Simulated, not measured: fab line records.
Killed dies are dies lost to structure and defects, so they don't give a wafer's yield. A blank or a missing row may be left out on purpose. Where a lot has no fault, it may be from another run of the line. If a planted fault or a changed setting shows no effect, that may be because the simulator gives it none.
Which of the tools did it? :: flow gf180mcu :: Sampling: 13 lots, 39 wafers, 5 of 602 route steps

== WHAT EACH GAUGE READ, for each wafer ==
GF_HV_LDD_OVL_MEAS_32. Usual: HV_LDD_02_OVL gives 0.5 nm (standard deviation 1.4).
lot: L178
measured: day 11 20:59
on: overlay-01
HV_LDD_02_OVL (nm): 0.8 -0.6 0.2
flag: 

lot: L181
measured: day 13 14:14
on: overlay-02
HV_LDD_02_OVL (nm): -0.3 -1.6 0.2
flag: 

lot: L185
measured: day 15 00:29
on: overlay-02
HV_LDD_02_OVL (nm): -1.0 -1.9 1.1
flag: 

lot: L189
measured: day 15 19:08
on: overlay-01
HV_LDD_02_OVL (nm): 1.2 1.6 -0.1
flag: 

lot: L190
measured: day 16 03:37
on: overlay-02
HV_LDD_02_OVL (nm): 0.6 -0.6 -1.2
flag: 

lot: L191
measured: day 16 16:02
on: overlay-02
HV_LDD_02_OVL (nm): 3.7 2.2 3.0
flag: 

lot: L193
measured: day 17 01:43
on: overlay-01
HV_LDD_02_OVL (nm): 2.8 4.7 2.7
flag: 

lot: L194
measured: day 17 11:37
on: overlay-01
HV_LDD_02_OVL (nm): 2.0 1.6 2.8
flag: 

lot: L195
measured: day 17 18:50
on: overlay-02
HV_LDD_02_OVL (nm): -0.2 2.3 1.7
flag: 

lot: L196
measured: day 18 05:08
on: overlay-02
HV_LDD_02_OVL (nm): 0.0 -1.2 0.9
flag: 

lot: L197
measured: day 18 08:35
on: overlay-02
HV_LDD_02_OVL (nm): 0.9 1.2 1.7
flag: 

lot: L198
measured: day 18 17:23
on: overlay-01
HV_LDD_02_OVL (nm): 1.1 1.3 -0.4
flag: 

lot: L199
measured: day 19 01:04
on: overlay-01
HV_LDD_02_OVL (nm): 2.1 0.4 1.8
flag: 

GF_NSD_CD_MEAS_07: target cd 400 nm. Usual: cd_nm 400.2 nm, standard deviation 2.6.
lot: L178
measured: day 13 16:37
on: cd_sem-02
cd_nm (nm): 398.2 398.6 397.2
flag: 

lot: L181
measured: day 15 12:29
on: cd_sem-02
cd_nm (nm): 400.5 399.4 401.0
flag: 

lot: L185
measured: day 17 00:47
on: cd_sem-02
cd_nm (nm): 397.4 397.9 400.4
flag: 

lot: L189
measured: day 17 20:28
on: cd_sem-01
cd_nm (nm): 403.9 403.3 403.8
flag: 

lot: L190
measured: day 18 06:38
on: cd_sem-02
cd_nm (nm): 400.0 400.2 399.6
flag: 

lot: L191
measured: day 18 19:40
on: cd_sem-02
cd_nm (nm): 394.7 396.8 397.6
flag: 

lot: L193
measured: day 19 04:18
on: cd_sem-02
cd_nm (nm): 401.6 401.1 401.9
flag: 

lot: L194
measured: day 19 14:36
on: cd_sem-01
cd_nm (nm): 397.1 397.6 397.9
flag: 

lot: L195
measured: day 20 00:16
on: cd_sem-01
cd_nm (nm): 398.0 397.7 395.7
flag: 

lot: L196
measured: day 20 09:43
on: cd_sem-01
cd_nm (nm): 400.9 398.3 398.4
flag: 

lot: L197
measured: day 20 13:07
on: cd_sem-01
cd_nm (nm): 402.7 400.2 401.4
flag: 

lot: L198
measured: day 20 21:49
on: cd_sem-02
cd_nm (nm): 402.1 401.9 400.8
flag: 

lot: L199
measured: day 21 05:10
on: cd_sem-01
cd_nm (nm): 401.0 401.0 400.7
flag: 

GF_PSD_TW_MEAS_11. Usual: PSD_TW gives 3161 (standard deviation 15).
lot: L178
measured: day 14 13:29
on: film_metro-02
PSD_TW: 3163 3161 3180
flag: 

lot: L181
measured: day 16 10:49
on: film_metro-01
PSD_TW: 3157 3159 3141
flag: 

lot: L185
measured: day 18 00:55
on: film_metro-02
PSD_TW: 3128 3122 3146
flag: 

lot: L189
measured: day 18 21:17
on: film_metro-01
PSD_TW: 3169 3174 3162
flag: 

lot: L190
measured: day 19 07:01
on: film_metro-01
PSD_TW: 3148 3154 3140
flag: 

lot: L191
measured: day 19 20:38
on: film_metro-02
PSD_TW: 3154 3141 3155
flag: 

lot: L193
measured: day 20 05:12
on: film_metro-02
PSD_TW: 3142 3167 3160
flag: 

lot: L194
measured: day 20 15:22
on: film_metro-02
PSD_TW: 3156 3155 3145
flag: 

lot: L195
measured: day 21 00:30
on: film_metro-02
PSD_TW: 3123 3138 3131
flag: 

lot: L196
measured: day 21 10:44
on: film_metro-04
PSD_TW: 3164 3160 3173
flag: 

lot: L197
measured: day 21 13:06
on: film_metro-01
PSD_TW: 3143 3138 3153
flag: 

lot: L198
measured: day 21 22:10
on: film_metro-04
PSD_TW: 3174 3175 3170
flag: 

lot: L199
measured: day 22 06:13
on: film_metro-01
PSD_TW: 3158 3157 3163
flag: 

GF_SAB_CD_MEAS_09: target cd 420 nm. Usual: cd_nm 419.6 nm, standard deviation 2.5.
lot: L178
measured: day 15 11:17
on: cd_sem-02
cd_nm (nm): 423.7 422.1 421.3
flag: 

lot: L181
measured: day 17 09:41
on: cd_sem-02
cd_nm (nm): 420.1 420.9 422.4
flag: 

lot: L185
measured: day 19 00:33
on: cd_sem-01
cd_nm (nm): 417.8 419.8 402.0
flag: 

lot: L189
measured: day 19 22:16
on: cd_sem-01
cd_nm (nm): 419.9 420.2 420.8
flag: 

lot: L190
measured: day 20 07:25
on: cd_sem-01
cd_nm (nm): 423.0 423.1 425.7
flag: 

lot: L191
measured: day 20 21:25
on: cd_sem-01
cd_nm (nm): 415.3 415.7 415.4
flag: 

lot: L193
measured: day 21 05:18
on: cd_sem-02
cd_nm (nm): 422.7 421.1 422.2
flag: 

lot: L194
measured: day 21 15:31
on: cd_sem-02
cd_nm (nm): 418.5 419.1 418.5
flag: 

lot: L195
measured: day 22 00:46
on: cd_sem-01
cd_nm (nm): 419.9 421.3 417.2
flag: 

lot: L196
measured: day 22 11:01
on: cd_sem-02
cd_nm (nm): 416.3 417.4 417.8
flag: 

lot: L197
measured: day 22 12:52
on: cd_sem-02
cd_nm (nm): 418.8 420.0 417.8
flag: 

lot: L198
measured: day 22 21:50
on: cd_sem-01
cd_nm (nm): 418.7 418.2 418.4
flag: 

lot: L199
measured: day 23 05:40
on: cd_sem-02
cd_nm (nm): 419.4 421.7 420.7
flag: 

== WHAT TOOL EACH LOT RAN ON (gives the tool, then ch and the chambers of the sampled wafers, and finally the start) ==
lot: L178
GF_SAB_EXPOSE_06: iline_stepper-01 ch 0, day 15 00:40

lot: L181
GF_SAB_EXPOSE_06: iline_stepper-02 ch 0, day 16 22:32

lot: L185
GF_SAB_EXPOSE_06: iline_stepper-01 ch 0, day 18 13:01

lot: L189
GF_SAB_EXPOSE_06: iline_stepper-02 ch 0, day 19 10:00

lot: L190
GF_SAB_EXPOSE_06: iline_stepper-02 ch 0, day 19 19:51

lot: L191
GF_SAB_EXPOSE_06: iline_stepper-02 ch 0, day 20 09:07

lot: L193
GF_SAB_EXPOSE_06: iline_stepper-02 ch 0, day 20 17:37

lot: L194
GF_SAB_EXPOSE_06: iline_stepper-01 ch 0, day 21 03:35

lot: L195
GF_SAB_EXPOSE_06: iline_stepper-01 ch 0, day 21 12:31

lot: L196
GF_SAB_EXPOSE_06: iline_stepper-02 ch 0, day 21 23:28

lot: L197
GF_SAB_EXPOSE_06: iline_stepper-02 ch 0, day 22 01:42

lot: L198
GF_SAB_EXPOSE_06: iline_stepper-02 ch 0, day 22 10:19

lot: L199
GF_SAB_EXPOSE_06: iline_stepper-02 ch 0, day 22 18:27
- GF_SAB_EXPOSE_06: exposes mask SAB, target cd 420 nm.

== AS READ BY THE TOOLS THEMSELVES (means over the sampled wafers that have a number; for cases with no such wafer, the mark the record gives instead) ==
The record holds no such reading with a usual standard deviation.

== THE ANSWER, worked out from the rows above alone ==
Rule: a lot counts as off when the mean over its wafers that have a number is more than 3 standard deviations away from the usual mean. A lot without any number at a reading at which 4 lots or more have one is off too. Where the step has rows for the other lots, those lots are counted as sound. Order of review: gauges by route order, followed by the tools' own readings, for which a lot's mean as printed above is used. At the first step where some lot is off, the reading lying furthest off is the one used; lots without a number count as furthest.
Across all readings shown, no lot is off: no conclusion can be drawn from this.

== WHAT HAD BEEN PUT IN BY THE SIMULATOR ==
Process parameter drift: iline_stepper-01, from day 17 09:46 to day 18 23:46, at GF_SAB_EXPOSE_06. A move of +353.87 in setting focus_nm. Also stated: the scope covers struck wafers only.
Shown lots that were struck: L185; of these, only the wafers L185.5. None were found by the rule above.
